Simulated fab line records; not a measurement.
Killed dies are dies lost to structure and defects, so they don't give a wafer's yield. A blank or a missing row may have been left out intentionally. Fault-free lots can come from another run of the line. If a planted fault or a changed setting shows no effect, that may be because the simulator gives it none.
Problem report, 8D (eight disciplines) form, completed by code :: flow gf180mcu :: the parts of the form that need people (team, actions taken, sign-off) are left out

1. THE PROBLEM
MVSD_TW at GF_MVSD_TW_MEAS_11 reads a mean of 1732 on 6 wafers of 2 lots; wafers without a fault read 1586 with a standard deviation of 9.6. Relative to the usual mean, that is a shift of +15 standard deviations.
First seen on wafer L183.1, day 8 23:49, on film_metro-03. At this step, 39 wafers from 13 lots have a number in the record. Rule for "out" (also "out of limits"): further than 4 standard deviations from the usual mean. The rest of the wafers with a number are treated as sound.

2. WHAT IT IS AND WHAT IT IS NOT
question: which readings at this step
is: MVSD_TW
is not: -

question: which lots
is: L183, L185
is not: L165, L166, L169, L172, L173, L174, L176, L179, L184, L186, L187

question: which wafers of those lots
is: all that have a number
is not: -

question: read on which gauges
is: film_metro-03
is not: film_metro-01, film_metro-04

question: when
is: from day 8 23:49
is not: up to then (24 sound wafers); but 9 sound wafers of L184, L186, L187 came after

3. THE SUSPECTS, EACH WITH WHAT RULES IT OUT
Counting: a tool stays on the suspect list if, at a process step up to the reading, it processed all lots that are out and no sound lot following the first of them.
- ruled out: the gauge at GF_MVSD_TW_MEAS_11. All the wafers that are out were read on film_metro-03, but those of them that GF_MVSD_IMPLANT_08 has rows for are out there too, on other tools.
- implanter-04 at GF_MVSD_IMPLANT_08: kept. All lots that are out passed through it, beginning with L183 at day 8 23:25, and no sound lot followed; its final sound lot before that point was L179 at day 7 23:50. Its own readings are out on those wafers: dose_ions_cm2, faraday_current_uA.
After counting, what remains is implanter-04 at GF_MVSD_IMPLANT_08.

4. THE CAUSE (what the simulator had put in)
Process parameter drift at GF_MVSD_IMPLANT_08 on implanter-04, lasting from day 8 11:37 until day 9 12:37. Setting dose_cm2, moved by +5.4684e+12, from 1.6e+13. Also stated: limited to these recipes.
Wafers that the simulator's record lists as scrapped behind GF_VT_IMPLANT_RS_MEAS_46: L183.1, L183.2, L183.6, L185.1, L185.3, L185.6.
Only this tool survived the counting.

5. SEQUENCE OF EFFECTS, ordered by route
One row per reading whose mean, taken over the struck wafers that have a number, lies over 3 standard deviations from the usual. Only readings whose record carries a usual standard deviation are examined. hours: median over the lots of the time between each lot's start at the first step of this table that gives one and its start at this step. sigmas: the change, counted in usual standard deviations.
hours: 0
step: GF_MVSD_IMPLANT_08
reading: dose_ions_cm2
usual: 1.6001e+13
on struck wafers: 2.1468e+13
change: +5.4672e+12
sigmas: +99 or more

hours: 0
step: GF_MVSD_IMPLANT_08
reading: faraday_current_uA
usual: 90.3
on struck wafers: 123.3
change: +33.0
sigmas: +19

hours: 0
step: GF_MVSD_TW_MEAS_11
reading: MVSD_TW
usual: 1586
on struck wafers: 1732
change: +146
sigmas: +15

hours: 94
step: GF_VT_IMPLANT_RS_MEAS_46
reading: MVSD_RS
usual: 456.3 ohm/sq
on struck wafers: 393.8
change: -62.6
sigmas: -48
The process steps in it:
- GF_MVSD_IMPLANT_08

6. WHAT WOULD HAVE CAUGHT IT SOONER
In this record the first reading out of limits at a measuring or inspecting step was taken at day 8 23:49, 12 hours after the fault began at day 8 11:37.
Tool's own readings at GF_MVSD_IMPLANT_08, dose_ions_cm2, faraday_current_uA: out on all struck wafers the step has rows for; an alarm limit on them would have tripped on the first.
L185, from the lots that are out (2), started GF_MVSD_IMPLANT_08 on implanter-04 later than day 8 23:49. It would have been spared by a hold on the tool at that moment.
